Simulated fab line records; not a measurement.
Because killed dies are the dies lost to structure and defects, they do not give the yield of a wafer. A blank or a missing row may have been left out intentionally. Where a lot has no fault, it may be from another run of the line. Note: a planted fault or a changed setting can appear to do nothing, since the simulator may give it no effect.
Comparing a struck lot with a sound one :: flow sky130 :: 44 steps out of a route of 708
Sound: these wafers, L202.1, L202.2, L202.4. Struck: wafers L193.1, L193.2, L193.4. Last of all comes the cause.
Order at every step that has rows: each side's tool, ch and its chambers, its first start. Under that, the readings that differ: sound wafers :: struck wafers :: difference of the means :: sigmas: that difference in standard deviations of wafers without a fault.
alike: a reading whose means differ by less than 2 such deviations, as well as words and numbers matching on both sides. not compared: withheld readings; readings where some wafer has no value; bounds like >300 that might hide an equal value; numbers whose values overlap and for which the record gives no deviation.
Wherever a step has rows on one side only, a row that says differs or no value, or a row with sigmas, the two part there. Numbers that don't overlap but have no deviation are shown without sigmas and don't part them. A reading that every wafer of one side lacks parts them only if that side has two wafers or more.

first, 1 step without rows for these wafers: SKY_FIELD_ISO_CVD_24 (deposits SiO2, target thk 595 nm, time 99.2 s).
SKY_FIELD_ISO_THK_MEAS_25:
  sound on film metro-03, day 6 23:04; struck on film metro-03, day 4 20:38
reading: FIELD_ISO_CVD_24_THK (nm)
sound: 599 595 604
struck: 591 588 583
difference: -12
sigmas: -2
then, 1 step without rows for these wafers: SKY_FIELD_ISO_ANNEAL_26 (time 1800 s).
SKY_FIELD_ISO_CMP_27: polishes, stops on Si3N4, t overpolish 16 s, target thk 457.8 nm.
  sound on cmp-01 ch 0,1,2, day 7 00:55; struck on cmp-01 ch 0,1,3, day 4 22:42
  alike: edge zone pressure frac, motor current A, overpolish run s, time to endpoint s
then, 5 steps without rows for these wafers: SKY_FIELD_ISO_WET_ETCH_28 (etches SiO2 in dHF, target depth 23.7 nm, time 47 s); SKY_FIELD_ISO_WET_ETCH_29 (etches Si3N4 in H3PO4, target depth 160 nm, time 1825 s); SKY_FIELD_ISO_WET_ETCH_30 (etches SiO2 in dHF, target depth 25 nm, time 50 s); SKY_NWELL_CLEAN_00 (cleans in SC1/SC2, time 150 s); SKY_NWELL_OXIDATION_01 (stabilise 600 s, purge 300 s, target thk 10 nm).
SKY_NWELL_THK_MEAS_02:
  sound on film metro-02, day 7 04:22; struck on film metro-02, day 5 04:23
  alike: NWELL_OXIDATION_THK
then, 2 steps without rows for these wafers: SKY_DNWELL_DEHYDRATE_00 (time 60 s); SKY_DNWELL_HMDS_01 (prime time 60 s).
SKY_DNWELL_COAT_02: resist thk 3000 nm.
  sound on litho track-02 ch 0, day 7 13:36; struck on litho track-02, day 5 13:18
  no value came back on the struck wafers for chill plate temp C (C), dispense pressure kPa (kPa), resist line temp C (C); on the sound wafers chill plate temp C (C) reads 23.04 22.90 22.92
then, 5 steps without rows for these wafers: SKY_DNWELL_SOFTBAKE_03; SKY_DNWELL_EXPOSE_04 (exposes mask DNM, target cd 3000 nm); SKY_DNWELL_PEB_05; SKY_DNWELL_DEVELOP_06 (develop time 60 s); SKY_DNWELL_IMPLANT_07.
SKY_DNWELL_STRIP_08: strips in O2/N2.
  sound on plasma asher-02 ch 0,1, day 8 00:32; struck on plasma asher-02 ch 0,1, day 5 22:01
  no value came back on the struck wafers for oes product au (a.u.), strip time to endpoint s (s); on the sound wafers oes product au (a.u.) reads 0.731 0.721 0.722
  alike: drypump motor current A, o2 flow sccm
  not compared: rf hours counter h
SKY_DNWELL_TW_MEAS_09:
  sound on film metro-04, day 8 00:38; struck on film metro-03, day 5 22:07
  alike: DNWELL_TW
then, 7 steps without rows for these wafers: SKY_PWDE_DEHYDRATE_00 (time 60 s); SKY_PWDE_HMDS_01 (prime time 60 s); SKY_PWDE_COAT_02 (resist thk 3000 nm); SKY_PWDE_SOFTBAKE_03; SKY_PWDE_EXPOSE_04 (exposes mask PWDEM, target cd 840 nm); SKY_PWDE_PEB_05; SKY_PWDE_DEVELOP_06 (develop time 60 s).
SKY_PWDE_OVL_MEAS_07:
  sound on overlay-01, day 8 19:50; struck on overlay-02, day 6 17:05
  alike: PWDE_OVL
following that, these wafers have no rows for 1 step: SKY_PWDE_IMPLANT_08.
SKY_PWDE_STRIP_09: strips in O2/N2.
  sound on plasma asher-04 ch 0,1, day 8 20:01; struck on plasma asher-01 ch 0,1, day 6 17:16
reading: oes product au (a.u.)
sound: 0.711 0.719 0.716
struck: 0.727 0.721 0.730
difference: +0.011
sigmas: +2
  alike: drypump motor current A, o2 flow sccm, strip time to endpoint s
  not compared: rf hours counter h
SKY_PWDE_TW_MEAS_10:
  sound on film metro-04, day 8 20:07; struck on film metro-03, day 6 17:22
reading: PWDE_TW
sound: 371.5 372.8 369.7
struck: 1123.4 1130.6 1132.0
difference: +757.3
sigmas: +99 or more
then, 7 steps without rows for these wafers: SKY_NWELL_DEHYDRATE_03 (time 60 s); SKY_NWELL_HMDS_04 (prime time 60 s); SKY_NWELL_COAT_05 (resist thk 3000 nm); SKY_NWELL_SOFTBAKE_06; SKY_NWELL_EXPOSE_07 (exposes mask NWM, target cd 840 nm); SKY_NWELL_PEB_08; SKY_NWELL_DEVELOP_09 (develop time 60 s).
SKY_NWELL_OVL_MEAS_10:
  sound on overlay-02, day 9 17:11; struck on overlay-01, day 7 12:57
  alike: NWELL_00_OVL
then, 3 steps without rows for these wafers: SKY_NWELL_IMPLANT_11; SKY_NWELL_IMPLANT_12; SKY_NWELL_IMPLANT_13.
SKY_NWELL_TW_MEAS_15:
  sound on film metro-04, day 9 17:47; struck on film metro-04, day 7 13:37
reading: NWELL_TW
sound: 1803 1809 1814
struck: 1911 1919 1910
difference: +105
sigmas: +8
SKY_NWELL_TW_MEAS_26:
  sound on film metro-04, day 10 16:10; struck on film metro-04, day 8 10:04
reading: NWELL_2_TW
sound: 498 498 497
struck: 1136 1128 1136
difference: +636
sigmas: +99 or more

WHERE THEY PART
Earliest at SKY_FIELD_ISO_THK_MEAS_25; latest, in this record, at SKY_NWELL_TW_MEAS_26.

WHY: what had been put in by the simulator
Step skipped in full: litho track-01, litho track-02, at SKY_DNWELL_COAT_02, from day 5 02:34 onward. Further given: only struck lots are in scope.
